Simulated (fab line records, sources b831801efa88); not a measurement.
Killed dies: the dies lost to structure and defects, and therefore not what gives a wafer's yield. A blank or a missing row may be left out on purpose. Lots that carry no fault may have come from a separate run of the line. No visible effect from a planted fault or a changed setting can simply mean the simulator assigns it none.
8D (eight disciplines) problem report, filled in by code + flow gf180mcu + the parts of the form that need people (team, actions taken, sign-off) are left out

== 1. PROBLEM STATEMENT ==
Mean STI_CVD_23_THK at GF_STI_THK_MEAS_24: 843 nm over 4 wafers in 3 lots; fault-free wafers: 648 nm, standard deviation 7.4. That is +26 standard deviations from the usual mean.
First observed at day 3 21:38: wafer L236.3, on film_metro-01. Wafers with a number at this step in the record: 39, from 14 lots. Rule for "out" (also "out of limits"): further than 4 standard deviations from the usual mean. Any other wafer with a number is counted as sound.

== 2. WHAT IT IS, WHAT IT ISN'T ==
| question                    | is                             | is not                                                                                             |
|-----------------------------|--------------------------------|----------------------------------------------------------------------------------------------------|
| which readings at this step | STI_CVD_23_THK                 | -                                                                                                  |
| which lots                  | L236, L237, L242               | L228, L229, L230, L231, L233, L234, L235, L238, L244, L247, L248                                   |
| which wafers of those lots  | L236.3, L236.6, L237.6, L242.6 | L237.1, L242.1                                                                                     |
| read on which gauges        | film_metro-01, film_metro-02   | film_metro-03                                                                                      |
| when                        | from day 3 21:38               | up to then (21 sound wafers); but 14 sound wafers of L237, L238, L242, L244, L247, L248 came after |

== 3. THE SUSPECTS, EACH WITH WHAT RULES IT OUT ==
Counting: a tool at a process step up to the reading stays a suspect if it ran every lot that is out. Sound lots after the first of them don't rule it out here, since some wafers of a struck lot are sound.
- the gauge at GF_STI_THK_MEAS_24: ruled out. Those wafers that are out were read across 2 gauges (film_metro-01, film_metro-02).
- hdpcvd-02 at GF_STI_CVD_23 (deposits SiO2, target thk 650 nm, time 108.3 s): kept. Every lot that is out went through it, the first being L236 (day 3 21:32); the last sound lot it ran before that was L234 (day 3 14:23).
The count leaves hdpcvd-02 at GF_STI_CVD_23.

== 4. THE CAUSE (what the simulator had put in) ==
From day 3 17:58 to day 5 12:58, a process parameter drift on hdpcvd-02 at GF_STI_CVD_23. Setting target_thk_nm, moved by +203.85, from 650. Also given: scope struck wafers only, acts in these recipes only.
This tool alone remained once counting was done.

== 5. THE CHAIN OF EFFECTS, in route order ==
Each row: a reading where the mean over the struck wafers with a number is more than 3 standard deviations away from the usual. Readings are gone through only where the record gives a usual standard deviation; hours: the median, over the lots, of the time from a lot's start at the first step in this table giving one to that lot's start at this step; sigmas: the change measured in usual standard deviations.
| hours | step               | reading            | usual  | on struck wafers | change | sigmas |
|-------|--------------------|--------------------|--------|------------------|--------|--------|
| 0     | GF_STI_THK_MEAS_24 | STI_CVD_23_THK     | 648 nm | 843              | +195   | +26    |
| 0     | GF_STI_CMP_25      | time_to_endpoint_s | 122 s  | 165              | +43    | +6.8   |
Process steps it contains:
- GF_STI_CMP_25: polishes, stops on Si3N4, t overpolish 33 s, target thk 524.6 nm.
Later steps that measure or inspect, where all struck wafers having a row at the step show a number for every such reading and not one has moved that far: GF_MVSD_OVL_MEAS_07, GF_V1_CD_MEAS_14.

== 6. HOW IT WOULD HAVE BEEN CAUGHT EARLIER ==
In this record the first reading out of limits at a measuring or inspecting step was taken at day 3 21:38, 4 hours after the fault began at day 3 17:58.
Of the lots that are out (3), L237, L242 began GF_STI_CVD_23 on hdpcvd-02 after day 3 21:38. A hold on the tool at that time would have spared those 2.
